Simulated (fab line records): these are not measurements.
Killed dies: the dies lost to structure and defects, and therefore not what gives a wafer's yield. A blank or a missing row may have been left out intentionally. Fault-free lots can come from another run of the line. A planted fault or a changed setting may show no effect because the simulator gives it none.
fab line records -- flow gf180mcu
[record] lots = 6, wafers = 18, lastDay = 33
route steps=602 shown M1@316
lots that met no fault: from a run of the same line without faults
startH: hours from the record's first day to the start of the lot's first wafer shown -- waitH: hours since the lot's step before -- " the same as in the row above -- L1.1+2: a row that stands for several wafers -- - no value, or no start was given -- * or withheld: withheld -- < > ~ a bound
route shown NAME@n: NAME is a module with steps in the file, n the number in the route of the first one -- usual: the fault-free wafers' mean and standard deviation -- same: alike in all rows -- chamber/n: place in a boat -- sites: readings site by site -- _std_site: standard deviation of those values -- _edge_site: inner sites' mean taken away from outer sites' mean -- radiusMm: how far each site lies from the wafer's centre -- mask NAME#n: copy n -- behind: the last tool/chamber to shape the wafer -- hold: what put the lot on hold/how long, in hours/how the hold closed -- device: the n, p or np transistor that did not switch -- end of line: tests run on the same wafers once the route is complete -- for a step that has no rows: nothing shown but its recipe -- killed: dies lost to structure and defects at the first sort, not the wafer's yield -- map: a wafer's dies, marking killed ones x, the rest . and places with no die _
set.NAME: setting as actually run; set.NAME@STEP: the setting as run at that earlier step -- model.NAME: the simulator's own value behind a step, which no gauge read
lots at some steps of the route; a table a step, a row a wafer
services: a tool's chamber out of use, with start hour (startH, from the record's first day; less than 0 if before it), hours out, and reason
[[steps]]
[step GF_M1_SPUTTER_01]
[recipe] material = TiN, targetThkNm = 30, powerW = 6500, timeS = 25, chamberPressurePa = 0.4
[usual] throttleValvePct = 30.2/1.3
lot.wafer,tool,chamber,startH,waitH,throttleValvePct
L654.1,pvdSputter-03,-,367.06,0.1,30.2
L654.2,pvdSputter-03,-,367.06,0.1,32.0
L654.3,pvdSputter-03,-,367.06,0.1,29.8
L663.2,pvdSputter-04,-,458.27,0.1,30.1
L663.3,pvdSputter-04,-,458.27,0.1,32.1
L663.6,pvdSputter-04,-,458.27,0.1,29.8
L664.1,pvdSputter-04,-,463.56,0.1,29.9
L664.3,pvdSputter-04,-,463.56,0.1,30.1
L664.4,pvdSputter-04,-,463.56,0.1,32.2
L667.2,pvdSputter-04,-,486.81,0.1,27.0
L667.4,pvdSputter-04,-,486.81,0.1,30.1
L667.6,pvdSputter-04,-,486.81,0.1,29.7
L669.2,pvdSputter-01,-,504.86,0.1,28.5
L669.3,pvdSputter-01,-,504.86,0.1,30.8
L669.4,pvdSputter-01,-,504.86,0.1,29.2
L671.1,pvdSputter-04,-,533.42,0.1,32.2
L671.2,pvdSputter-04,-,533.42,0.1,30.0
L671.6,pvdSputter-04,-,533.42,0.1,32.2
[step GF_M1_SPUTTER_02]
[recipe] material = AlCu, targetThkNm = 450, powerW = 10600, timeS = 23.9, chamberPressurePa = 0.4
[usual] throttleValvePct = 30.2/1.3
lot.wafer,tool,chamber,startH,waitH,throttleValvePct
L654.1,pvdSputter-03,-,367.09,0.0,29.9
L654.2,pvdSputter-03,-,367.09,0.0,31.9
L654.3,pvdSputter-03,-,367.09,0.0,30.0
L663.2,pvdSputter-04,-,458.30,0.0,30.1
L663.3,pvdSputter-04,-,458.30,0.0,31.9
L663.6,pvdSputter-04,-,458.30,0.0,29.8
L664.1,pvdSputter-04,-,463.59,0.0,29.7
L664.3,pvdSputter-04,-,463.59,0.0,30.1
L664.4,pvdSputter-04,-,463.59,0.0,32.1
L667.2,pvdSputter-04,-,486.84,0.0,27.2
L667.4,pvdSputter-04,-,486.84,0.0,29.9
L667.6,pvdSputter-04,-,486.84,0.0,29.8
L669.2,pvdSputter-01,-,504.89,0.0,28.9
L669.3,pvdSputter-01,-,504.89,0.0,30.8
L669.4,pvdSputter-01,-,504.89,0.0,28.9
L671.1,pvdSputter-04,-,533.45,0.0,31.9
L671.2,pvdSputter-04,-,533.45,0.0,29.9
L671.6,pvdSputter-04,-,533.45,0.0,31.9
[step GF_M1_SPUTTER_03]
[recipe] material = Ti, targetThkNm = 10, substrateTempC = 300, chamberPressurePa = 0.3, powerW = 3000, timeS = 6.7
[usual] substrateTempC = 299.99/0.19, throttleValvePct = 30.2/1.2
lot.wafer,tool,chamber,startH,waitH,substrateTempC,throttleValvePct
L654.1,pvdSputter-03,-,367.12,0.0,300.28,30.5
L654.2,pvdSputter-03,-,367.12,0.0,299.99,31.8
L654.3,pvdSputter-03,-,367.12,0.0,300.23,30.0
L663.2,pvdSputter-04,-,458.33,0.0,299.86,30.0
L663.3,pvdSputter-04,-,458.33,0.0,300.17,31.7
L663.6,pvdSputter-04,-,458.33,0.0,300.25,29.8
L664.1,pvdSputter-04,-,463.62,0.0,299.70,29.9
L664.3,pvdSputter-04,-,463.62,0.0,299.91,29.9
L664.4,pvdSputter-04,-,463.62,0.0,300.20,32.2
L667.2,pvdSputter-04,-,486.87,0.0,300.14,27.2
L667.4,pvdSputter-04,-,486.87,0.0,300.26,29.8
L667.6,pvdSputter-04,-,486.87,0.0,300.00,29.8
L669.2,pvdSputter-01,-,504.92,0.0,300.02,28.8
L669.3,pvdSputter-01,-,504.92,0.0,299.98,31.1
L669.4,pvdSputter-01,-,504.92,0.0,300.02,28.9
L671.1,pvdSputter-04,-,533.48,0.0,299.77,31.9
L671.2,pvdSputter-04,-,533.48,0.0,299.88,30.0
L671.6,pvdSputter-04,-,533.48,0.0,299.58,32.1
[step GF_M1_SPUTTER_04]
[recipe] material = TiN, targetThkNm = 50, powerW = 6500, timeS = 41.7, chamberPressurePa = 0.4
[usual] throttleValvePct = 30.2/1.2
lot.wafer,tool,chamber,startH,waitH,throttleValvePct
L654.1,pvdSputter-03,-,367.14,0.0,30.0
L654.2,pvdSputter-03,-,367.14,0.0,32.0
L654.3,pvdSputter-03,-,367.14,0.0,30.1
L663.2,pvdSputter-04,-,458.36,0.0,30.2
L663.3,pvdSputter-04,-,458.36,0.0,32.1
L663.6,pvdSputter-04,-,458.36,0.0,29.9
L664.1,pvdSputter-04,-,463.64,0.0,30.1
L664.3,pvdSputter-04,-,463.64,0.0,29.9
L664.4,pvdSputter-04,-,463.64,0.0,31.9
L667.2,pvdSputter-04,-,486.90,0.0,27.2
L667.4,pvdSputter-04,-,486.90,0.0,30.2
L667.6,pvdSputter-04,-,486.90,0.0,30.1
L669.2,pvdSputter-01,-,504.94,0.0,28.6
L669.3,pvdSputter-01,-,504.94,0.0,30.5
L669.4,pvdSputter-01,-,504.94,0.0,29.0
L671.1,pvdSputter-04,-,533.50,0.0,31.9
L671.2,pvdSputter-04,-,533.50,0.0,30.1
L671.6,pvdSputter-04,-,533.50,0.0,31.9
[step GF_M1_RS_MEAS_05]
[recipe] thkMeasGauge = four-point-probe, reads = TiN_of_M1_SPUTTER_04+Ti_of_M1_SPUTTER_03+AlCu_of_M1_SPUTTER_02+TiN_of_M1_SPUTTER_01+Ti_of_M1_SPUTTER_00
[usual] M1_ALCU_RS = 0.0699/0.00082
lot.wafer,tool,chamber,startH,waitH,M1_ALCU_RS[ohm/sq]
L654.1,filmMetro-02,-,367.18,0.0,0.0697
L654.2,filmMetro-02,-,367.18,0.0,0.0700
L654.3,filmMetro-02,-,367.18,0.0,0.0694
L663.2,filmMetro-02,-,458.42,0.0,0.0705
L663.3,filmMetro-02,-,458.42,0.0,0.0707
L663.6,filmMetro-02,-,458.42,0.0,0.0704
L664.1,filmMetro-02,-,463.68,0.0,0.0693
L664.3,filmMetro-02,-,463.68,0.0,0.0697
L664.4,filmMetro-02,-,463.68,0.0,0.0705
L667.2,filmMetro-02,-,486.96,0.0,0.0709
L667.4,filmMetro-02,-,486.96,0.0,0.0700
L667.6,filmMetro-02,-,486.96,0.0,0.0707
L669.2,filmMetro-03,-,505.00,0.0,0.0701
L669.3,filmMetro-03,-,505.00,0.0,0.0706
L669.4,filmMetro-03,-,505.00,0.0,0.0707
L671.1,filmMetro-03,-,533.54,0.0,0.0697
L671.2,filmMetro-03,-,533.54,0.0,0.0692
L671.6,filmMetro-03,-,533.54,0.0,0.0697
[step GF_M1_THK_MEAS_06]
[recipe] thkMeasGauge = xrf, reads = AlCu_of_M1_SPUTTER_02
[usual] M1_ALCU_THK = 445/5.3
lot.wafer,tool,chamber,startH,waitH,M1_ALCU_THK[nm]
L654.1,filmMetro-02,-,367.30,0.1,448
L654.2,filmMetro-02,-,367.30,0.1,443
L654.3,filmMetro-02,-,367.30,0.1,446
L663.2,filmMetro-02,-,458.53,0.1,443
L663.3,filmMetro-02,-,458.53,0.1,439
L663.6,filmMetro-02,-,458.53,0.1,443
L664.1,filmMetro-02,-,463.80,0.1,451
L664.3,filmMetro-02,-,463.80,0.1,448
L664.4,filmMetro-02,-,463.80,0.1,444
L667.2,filmMetro-02,-,487.07,0.1,441
L667.4,filmMetro-02,-,487.07,0.1,446
L667.6,filmMetro-02,-,487.07,0.1,442
L669.2,filmMetro-03,-,505.11,0.1,445
L669.3,filmMetro-03,-,505.11,0.1,442
L669.4,filmMetro-03,-,505.11,0.1,441
L671.1,filmMetro-03,-,533.66,0.1,444
L671.2,filmMetro-03,-,533.66,0.1,449
L671.6,filmMetro-03,-,533.66,0.1,445
[step GF_M1_DEHYDRATE_07]
[recipe] tempC = 200, timeS = 60
[step GF_M1_HMDS_08]
[recipe] primeTimeS = 60, primeTempC = 120
[step GF_M1_COAT_09]
[recipe] resist = KrF, spinRpm = withheld, resistThkNm = 1000
[step GF_M1_SOFTBAKE_10]
[recipe] tempC = 130, timeS = 60, resist = KrF
[step GF_M1_EXPOSE_11]
[recipe] maskId = Metal1, targetCdNm = 230, na = 0.68, sourceShape = conventional, sigmaOuter = 0.6, doseMj = 28
[step GF_M1_PEB_12]
[recipe] pebTempC = 135, pebTimeS = 90, resist = KrF
[step GF_M1_DEVELOP_13]
[recipe] developTimeS = 60, devTempC = 21
[usual] chillPlateTempC = 23.03/0.099, developTimeS = 60/0, developerTempC = 20.99/0.1
lot.wafer,tool,chamber,startH,waitH,chillPlateTempC,developTimeS,developerTempC,model.KrF_of_M1_COAT_09.thkNm
L654.1,lithoTrack-03,0,388.71,0.2,22.92,60,21.02,982.8
L654.2,lithoTrack-03,0,388.71,0.2,22.94,60,20.91,978.1
L654.3,lithoTrack-03,0,388.71,0.2,22.87,60,20.88,980.1
L663.2,lithoTrack-03,-,482.58,0.2,-,-,-,1003
L663.3,lithoTrack-03,-,482.58,0.2,-,-,-,1001
L663.6,lithoTrack-03,-,482.58,0.2,-,-,-,1005
L664.1,lithoTrack-01,-,487.22,0.2,-,-,-,1003
L664.3,lithoTrack-01,-,487.22,0.2,-,-,-,1001
L664.4,lithoTrack-01,-,487.22,0.2,-,-,-,1001
L667.2,lithoTrack-03,0,510.68,0.2,23.20,60,20.88,981.2
L667.4,lithoTrack-03,0,510.68,0.2,23.19,60,20.97,983.4
L667.6,lithoTrack-03,0,510.68,0.2,23.16,60,20.99,980.4
L669.2,lithoTrack-03,0,527.98,0.2,23.04,60,21.04,980.4
L669.3,lithoTrack-03,0,527.98,0.2,23.08,60,21.03,985.1
L669.4,lithoTrack-03,0,527.98,0.2,23.06,60,21.00,982
L671.1,lithoTrack-03,0,555.76,0.2,23.06,60,20.88,989
L671.2,lithoTrack-03,0,555.76,0.2,23.06,60,20.96,984.6
L671.6,lithoTrack-03,0,555.76,0.2,23.13,60,20.92,983.9
[step GF_M1_CD_MEAS_14]
[recipe] targetCdNm = 230
[usual] cdNm = 229.9/1.1
lot.wafer,tool,chamber,startH,waitH,cdNm
L654.1,cdSem-01,-,388.86,0.1,230.1
L654.2,cdSem-01,-,388.86,0.1,230.5
L654.3,cdSem-01,-,388.86,0.1,230.2
L663.2,cdSem-01,-,482.73,0.1,-
L663.3,cdSem-01,-,482.73,0.1,-
L663.6,cdSem-01,-,482.73,0.1,-
L664.1,cdSem-02,-,487.37,0.1,-
L664.3,cdSem-02,-,487.37,0.1,-
L664.4,cdSem-02,-,487.37,0.1,-
L667.2,cdSem-01,-,510.83,0.1,232.4
L667.4,cdSem-01,-,510.83,0.1,231.0
L667.6,cdSem-01,-,510.83,0.1,231.6
L669.2,cdSem-01,-,528.13,0.1,228.6
L669.3,cdSem-01,-,528.13,0.1,229.4
L669.4,cdSem-01,-,528.13,0.1,228.7
L671.1,cdSem-02,-,555.91,0.1,231.8
L671.2,cdSem-02,-,555.91,0.1,231.2
L671.6,cdSem-02,-,555.91,0.1,232.5
[[services]]
tool,chamber,startH,hours,kind
pvdSputter-04,-,361.62,33.5,repair
pvdSputter-03,3,392.23,-,consumableReplace:kit
pvdSputter-03,3,392.23,18.0,scheduledDown
pvdSputter-03,3,392.23,18.0,ventCycle
pvdSputter-04,2,405.80,-,consumableReplace:kit
pvdSputter-04,2,405.80,18.0,scheduledDown
pvdSputter-04,2,405.80,18.0,ventCycle
pvdSputter-01,-,434.88,4.9,repair
pvdSputter-04,-,437.73,4.5,repair
pvdSputter-01,-,473.68,1.7,repair
pvdSputter-04,-,524.49,0.7,repair
pvdSputter-04,-,530.81,2.1,repair
pvdSputter-01,2,547.47,-,consumableReplace:kit
pvdSputter-01,2,547.47,18.0,scheduledDown
pvdSputter-01,2,547.47,18.0,ventCycle
pvdSputter-04,1,549.06,-,consumableReplace:kit
pvdSputter-04,1,549.06,18.0,scheduledDown
pvdSputter-04,1,549.06,18.0,ventCycle
[[key]]
[firstSign] step = GF_M1_DEVELOP_13, reading = toolRecord, direction = missing
effect none on later readings
[modelEffect] step = GF_M1_DEVELOP_13, value = KrF_of_M1_COAT_09.thkNm, without = 987.2, struck = 1002
metAt GF_M1_DEVELOP_13
struckWafers L663.2,L663.3,L663.6,L664.1,L664.3,L664.4
laterRowsLeftOut L663.2,L663.3,L663.6,L664.1,L664.3,L664.4
sortLeftOut L663.2,L663.3,L663.6,L664.1,L664.3,L664.4
onsetBetween 388.71 482.58
[fault] kind = skippedStepWhole, tool = lithoTrack-01,lithoTrack-03, chamber = -, onsetH = 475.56, steps = GF_M1_DEVELOP_13, scope = struckLotsOnly
// sortLeftOut: the simulated sort isn't trusted on such a fault, so these wafers' sort isn't shown, and their yield isn't known
// laterRowsLeftOut: the simulator's readings of these wafers behind a module that went badly wrong aren't trusted and aren't shown, but for the sort
